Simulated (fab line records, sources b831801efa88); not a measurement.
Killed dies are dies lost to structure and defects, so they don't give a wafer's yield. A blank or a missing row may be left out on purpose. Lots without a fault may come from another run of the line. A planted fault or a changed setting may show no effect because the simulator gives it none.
Problem report in the 8D (eight disciplines) form, filled by code | flow sky130 | the parts of the form that need people (team, actions taken, sign-off) are left out

1. THE PROBLEM
spin_speed_rpm at SKY_RES_PROTECT_COAT_02 reads a mean of 2950.0 rpm on 6 wafers of 2 lots; wafers without a fault read 3000.0 rpm with a standard deviation of 2.2. That is -23 standard deviations from the usual mean.
The step: resist thk 1140 nm.
First seen on wafer L308.2, day 22 09:21, on litho_track-04. The record holds 39 wafers of 13 lots with a number at this step. Rule for "out", or "out of limits": more than 4 standard deviations from the usual mean. The other wafers with a number count as sound.

2. WHAT IT IS AND WHAT IT IS NOT
question                    | is                     | is not
which readings at this step | spin_speed_rpm         | -
which lots                  | L308, L309             | L286, L287, L288, L289, L290, L294, L298, L299, L300, L302, L304
which wafers of those lots  | all that have a number | -
read on which tools         | litho_track-04         | litho_track-01, litho_track-03
when                        | from day 22 09:21      | up to then (33 sound wafers)

3. SUSPECTS, AND WHAT RULES EACH OUT
Counting: a tool at a process step up to the reading stays a suspect if it ran every lot that is out and no sound lot after the first of them.
- litho_track-04 at SKY_RES_PROTECT_COAT_02 (resist thk 1140 nm): kept. It ran every lot that is out, first L308 (day 22 09:21), and no sound lot after that; its last sound lot up to then is L304 (day 21 03:07). Its own readings are out on those wafers: spin_speed_rpm.
Left after counting: litho_track-04 at SKY_RES_PROTECT_COAT_02.

4. THE CAUSE (what the simulator had put in)
Process parameter drift: litho_track-04, from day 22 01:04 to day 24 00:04, at SKY_RES_PROTECT_COAT_02. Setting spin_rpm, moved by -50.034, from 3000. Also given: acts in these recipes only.
Counting left only this tool.

5. THE CHAIN OF EFFECTS, in route order
Each row: a reading whose mean over the struck wafers that have a number lies more than 3 standard deviations from the usual. Only readings for which the record gives a usual standard deviation are gone through. hours: the time from each lot's start at the first step in this table that gives one to its start at this step, as a median over the lots. sigmas: the change in usual standard deviations.
hours | step                    | reading        | usual      | on struck wafers | change | sigmas
0     | SKY_RES_PROTECT_COAT_02 | spin_speed_rpm | 3000.0 rpm | 2950.0           | -50.0  | -23
The process steps in it:
- SKY_RES_PROTECT_COAT_02: resist thk 1140 nm.
Later measuring or inspecting steps at which every struck wafer that the step has a row for has a number for every such reading, and none has moved that far: SKY_POLY_GATE_CD_MEAS_13.

6. WHAT WOULD HAVE CAUGHT IT SOONER
In this record the first reading out of limits was taken at day 22 09:21, 8 hours after the fault began at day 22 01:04.
